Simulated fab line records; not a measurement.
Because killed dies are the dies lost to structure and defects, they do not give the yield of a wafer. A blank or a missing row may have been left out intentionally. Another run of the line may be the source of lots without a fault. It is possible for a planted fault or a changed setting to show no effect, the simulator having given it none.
Chamber matching -- flow sky130 -- SKY_VIA4_CMP_21 on cmp-02 has 4 sister chambers
The step polishes, stops on SiO2, t overpolish 25 s, target thk 0 nm. 4 wafers are shown with their chamber, then 12 later ones without.

## EACH WAFER AND ITS CHAMBER
wafer,chamber,motorCurrentA (A)
L087.3,3,11.8
L093.1,1,11.5
L093.2,2,10.3
L093.5,0,13.1

## WAFERS WITH NO CHAMBER GIVEN
wafer,motorCurrentA (A)
L094.1,10.8
L094.3,11.3
L094.4,12.2
L095.2,11.2
L095.3,12.0
L095.5,11.8
L096.2,11.0
L096.3,12.0
L096.5,10.2
L097.1,12.0
L097.5,10.3
L097.6,11.8

## CHAMBER TAKEN BY EACH
wafer,from the rows above,in truth
L094.1,can't be placed: 2 or 1 or 3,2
L094.3,can't be placed: 1 or 3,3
L094.4,can't be placed: 3 or 1 or 0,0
L095.2,can't be placed: 1 or 3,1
L095.3,can't be placed: 3 or 1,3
L095.5,can't be placed: 3 or 1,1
L096.2,can't be placed: 1 or 2 or 3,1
L096.3,can't be placed: 3 or 1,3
L096.5,2,2
L097.1,can't be placed: 3 or 1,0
L097.5,2,2
L097.6,can't be placed: 3 or 1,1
Correctly placed: 2 of 12. Cannot be placed on the basis of these rows: 10; the candidates contain the true chamber in 9. Wrongly placed: 0.
How it was worked out, from the rows above alone: a wafer's distance from a chamber is the root of the sum, over the readings, of the square of ((its reading less the chamber's mean) divided by the reading's scatter). The wafer belongs to the nearest chamber; if the next one is less than 2 further off, it can't be placed. The mean given for a chamber averages the wafers shown for that chamber. The scatter: with one shown wafer a chamber, the root of the mean of the squares of how far each hidden wafer lies from its nearest shown one.
